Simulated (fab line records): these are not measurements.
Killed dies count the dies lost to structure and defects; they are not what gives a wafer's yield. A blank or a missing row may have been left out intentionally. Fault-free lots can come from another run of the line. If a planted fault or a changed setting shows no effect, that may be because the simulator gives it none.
Which of the tools did it?	flow gf180mcu	13 lots, 39 wafers sampled, at 5 steps of a route of 602

## WHAT THE GAUGES READ, wafer by wafer
GF_SAB_CD_MEAS_09: the cd target is 420 nm.
lot	measured	on	cd nm (nm)
L616	day 15 01:35	cd sem-02	420.2 421.2 420.1
L617	day 15 06:46	cd sem-01	420.3 421.6 420.2
L618	day 15 22:21	cd sem-02	418.7 418.6 417.9
L619	day 16 05:10	cd sem-01	422.8 421.2 424.1
L620	day 16 13:42	cd sem-01	423.4 421.6 423.6
L621	day 16 18:07	cd sem-01	423.6 421.6 421.8
L623	day 17 15:59	cd sem-02	421.2 419.5 418.8
L624	day 18 01:22	cd sem-01	421.6 421.1 422.7
L627	day 19 03:07	cd sem-01	416.5 417.7 415.2
L633	day 21 06:43	cd sem-01	450.7 450.2 451.5
L637	day 22 11:34	cd sem-01	422.6 421.3 421.8
L638	day 23 00:28	cd sem-01	420.5 421.7 420.1
L639	day 23 07:56	cd sem-01	420.1 418.6 421.0

GF_SALICIDE_THK_MEAS_05: measures by xrf.
lot	measured	on	SALICIDE_TIN_THK (nm)
L616	day 15 02:14	film metro-04	19.94 19.84 20.13
L617	day 15 07:26	film metro-04	20.45 20.43 20.31
L618	day 15 23:01	film metro-03	20.08 20.66 20.33
L619	day 16 05:50	film metro-01	20.06 20.45 20.07
L620	day 16 14:22	film metro-01	19.76 19.82 19.90
L621	day 16 18:47	film metro-04	20.62 20.35 20.17
L623	day 17 16:38	film metro-03	20.02 20.65 20.58
L624	day 18 02:02	film metro-01	20.01 20.18 19.95
L627	day 19 03:48	film metro-04	19.86 20.10 19.99
L633	day 21 07:26	film metro-01	20.10 20.24 20.33
L637	day 22 12:17	film metro-04	20.00 20.14 20.22
L638	day 23 01:08	film metro-04	20.10 19.89 20.17
L639	day 23 08:37	film metro-04	20.45 20.23 20.05

GF_CONTACT_THK_MEAS_01.
lot	measured	on	CONTACT_CVD_00_THK (nm)
L616	day 15 02:38	film metro-02	298 300 305
L617	day 15 07:50	film metro-01	305 308 302
L618	day 15 23:25	film metro-03	307 303 306
L619	day 16 06:14	film metro-03	300 305 301
L620	day 16 14:46	film metro-02	301 302 300
L621	day 16 19:11	film metro-02	309 306 308
L623	day 17 17:03	film metro-03	301 301 300
L624	day 18 02:27	film metro-03	307 303 305
L627	day 19 04:12	film metro-01	304 305 302
L633	day 21 07:50	film metro-02	308 304 305
L637	day 22 12:40	film metro-01	308 311 312
L638	day 23 01:33	film metro-03	305 305 307
L639	day 23 09:01	film metro-02	301 305 300

GF_CONTACT_CD_MEAS_14: the cd target is 220 nm.
lot	measured	on	cd nm (nm)
L616	day 16 01:07	cd sem-01	219.1 219.6 219.7
L617	day 16 07:07	cd sem-01	218.2 219.4 220.5
L618	day 16 22:12	cd sem-02	220.6 220.0 219.4
L619	day 17 04:52	cd sem-02	219.5 219.3 219.7
L620	day 17 14:02	cd sem-01	219.3 219.8 219.5
L621	day 17 18:42	cd sem-01	220.4 219.5 218.5
L623	day 18 17:40	cd sem-01	221.3 221.2 221.7
L624	day 19 02:49	cd sem-01	221.3 222.2 221.0
L627	day 20 04:51	cd sem-01	219.8 220.2 220.3
L633	day 22 08:19	cd sem-01	221.0 220.4 221.2
L637	day 23 12:28	cd sem-02	220.0 219.3 220.5
L638	day 24 01:09	cd sem-02	218.6 219.3 218.9
L639	day 24 08:07	cd sem-02	220.2 219.5 221.2

## WHAT TOOL EACH LOT RAN ON (gives the tool, then ch and the chambers of the sampled wafers, and finally the start)
lot	GF_SAB_EXPOSE_06
L616	iline stepper-02 ch 0, day 14 15:14
L617	iline stepper-01 ch 0, day 14 21:02
L618	iline stepper-02 ch 0, day 15 11:36
L619	iline stepper-01 ch 0, day 15 18:23
L620	iline stepper-02 ch 0, day 16 02:26
L621	iline stepper-01 ch 0, day 16 07:14
L623	iline stepper-02 ch 0, day 17 04:19
L624	iline stepper-01 ch 0, day 17 13:44
L627	iline stepper-01 ch 0, day 18 15:20
L633	iline stepper-01 ch 0, day 20 20:34
L637	iline stepper-02 ch 0, day 22 01:03
L638	iline stepper-02 ch 0, day 22 12:10
L639	iline stepper-01 ch 0, day 22 20:32
- GF_SAB_EXPOSE_06: exposes mask SAB, target cd 420 nm.

## WHAT THE TOOLS THEMSELVES READ (means of the sampled wafers that have a number; where no wafer has one, the mark that the record gives instead)
GF_SAB_EXPOSE_06.
lot	tool	exposure dose mJ cm2	stage vel mm s (mm/s)
L616	iline stepper-02	140.08	500.16
L617	iline stepper-01	140.13	499.83
L618	iline stepper-02	140.20	499.97
L619	iline stepper-01	140.18	500.16
L620	iline stepper-02	140.14	500.00
L621	iline stepper-01	139.99	499.94
L623	iline stepper-02	140.21	500.31
L624	iline stepper-01	140.14	499.95
L627	iline stepper-01	140.03	499.98
L633	iline stepper-01	140.12	500.31
L637	iline stepper-02	140.17	500.10
L638	iline stepper-02	140.15	499.80
L639	iline stepper-01	140.04	500.18

## THE ANSWER, worked out from the rows above alone
Rule: usual is defined by the lots themselves. The widest of any qualifying gaps counts: lots, ordered by their means at a reading, are off when they make up no more than a third of the lots, leave a main group of 4 or more, and stand apart from it by 3 or more times the standard deviation of that group's means. The tables above print the reading to a certain number of digits; a main group whose means all agree to those digits is not used. A lot without any number at a reading at which 4 lots or more have one is off too. Where the step has rows for the other lots, those lots are counted as sound. Order of review: gauges by route order, followed by the tools' own readings, for which a lot's mean as printed above is used. The first step at which some lot is off is used, and at that step the reading that is off furthest; a lot without a number counts as furthest.
Off: L633 (GF_SAB_CD_MEAS_09, cd nm). Mean 420.7 nm and standard deviation 1.8 in the main group.
If a tool, at a process step before that reading, ran all the lots that are off and no sound lot after the first of them, it fits. Those tools and the gauges at GF_SAB_CD_MEAS_09 are tried in the same way. No candidate that was tried fits.

## WHAT WAS PUT IN BY THE SIMULATOR
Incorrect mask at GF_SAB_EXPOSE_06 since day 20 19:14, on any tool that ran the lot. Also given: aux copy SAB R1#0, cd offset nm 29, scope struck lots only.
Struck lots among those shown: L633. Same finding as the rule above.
